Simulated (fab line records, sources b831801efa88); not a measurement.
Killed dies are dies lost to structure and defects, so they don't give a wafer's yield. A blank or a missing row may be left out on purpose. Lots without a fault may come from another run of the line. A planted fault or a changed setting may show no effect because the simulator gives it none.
A struck lot beside a sound one | flow gf180mcu | 16 steps out of a route of 602
Sound: wafers L119.2, L119.3, L119.6. Struck: wafers L129.1, L129.6. (L129.2 of the same lot was not struck and is left out.) The cause comes at the end.
At each step with rows: each side's tool, then ch and its chambers, then its first start. Under that, the readings that differ: sound wafers | struck wafers | difference of the means | sigmas: that difference in standard deviations of wafers without a fault.
alike: readings whose means differ by less than 2 such deviations, and words and numbers that are the same on both sides. not compared: withheld readings, readings that some wafer has no value for, bounds like >300 that may hide the same value, and numbers for which the record gives no deviation and whose values overlap.
The two part at a step that has a row with sigmas, a row that says differs or no value, or rows on one side only. Numbers that don't overlap but have no deviation are shown without sigmas and don't part them. A reading that every wafer of one side lacks parts them only if that side has two wafers or more.

GF_M2_SPUTTER_04: material TiN, target thk 50 nm, time 41.7 s.
  sound on pvd_sputter-01, day 20 18:03; struck on pvd_sputter-04, day 24 16:32
  alike: throttle_valve_pct
GF_M2_RS_MEAS_05: measures by four-point-probe.
  sound on film_metro-02, day 20 18:07; struck on film_metro-02, day 24 16:35
  alike: M2_ALCU_RS
GF_M2_THK_MEAS_06: measures by xrf.
  sound on film_metro-02, day 20 18:13; struck on film_metro-02, day 24 16:42
  alike: M2_ALCU_THK
then, 7 steps without rows for these wafers: GF_M2_DEHYDRATE_07 (time 60 s); GF_M2_HMDS_08 (prime time 60 s); GF_M2_COAT_09 (resist thk 1000 nm); GF_M2_SOFTBAKE_10 (time 60 s); GF_M2_EXPOSE_11 (exposes mask Metal2, target cd 280 nm); GF_M2_PEB_12 (peb time 90 s); GF_M2_DEVELOP_13 (develop time 60 s).
GF_M2_CD_MEAS_14: target cd 280 nm.
  sound on cd_sem-01, day 21 18:13; struck on cd_sem-02, day 25 14:05
  alike: cd_nm
GF_M2_OVL_MEAS_15:
  sound on overlay-02, day 21 18:19; struck on overlay-02, day 25 14:12
  alike: M2_OVL
GF_M2_METAL_ETCH_16: etches the open film in Cl2/BCl3, stops on SiO2, target depth 627.5 nm, time 104.6 s.
  sound on rie_metal-01 ch 0,1, day 21 18:20; struck on rie_metal-03 ch 0,1, day 25 14:14
  reading                             | sound                | struck        | difference | sigmas
  oes_product_au (a.u.)               | 0.956 0.966 0.966    | 0.933 0.933   | -0.030     | -4
  run_length_s (s)                    | 132.5 132.6 132.5    | 141.0 141.0   | +8.5       | +18
  throttle_valve_pct (%)              | 28.273 28.263 28.269 | 28.310 28.306 | +0.040     | +4
  model.KrF_of_M2_COAT_09.thk_nm (nm) | 737.5 733.9 733.1    | 721.4 718.8   | -14.7      |
  alike: drypump_motor_current_A
  not compared: rf_hours_counter_h
GF_M2_STRIP_17: strips in O2/N2.
  sound on plasma_asher-03 ch 0,1, day 21 18:27; struck on plasma_asher-02 ch 0, day 25 14:21
  reading                      | sound          | struck    | difference | sigmas
  strip_time_to_endpoint_s (s) | 7.91 7.86 7.86 | 7.73 7.71 | -0.16      | -4
  alike: drypump_motor_current_A, heater_power_w, oes_product_au
  not compared: rf_hours_counter_h
then, 1 step without rows for these wafers: GF_M2_STRIP_18 (strips in post etch residue remover, time 1200 s).
GF_PASSIVATION_PROBE_99:
  the record has rows for the sound wafers here (prober-01, day 31 01:02) and none for the struck ones

WHERE THEY PART
First at GF_M2_METAL_ETCH_16; last, within this record, at GF_PASSIVATION_PROBE_99.

WHY: what the simulator had put in
Process parameter drift: rie_metal-03, from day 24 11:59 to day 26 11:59, at GF_M2_METAL_ETCH_16. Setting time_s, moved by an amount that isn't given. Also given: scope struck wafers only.
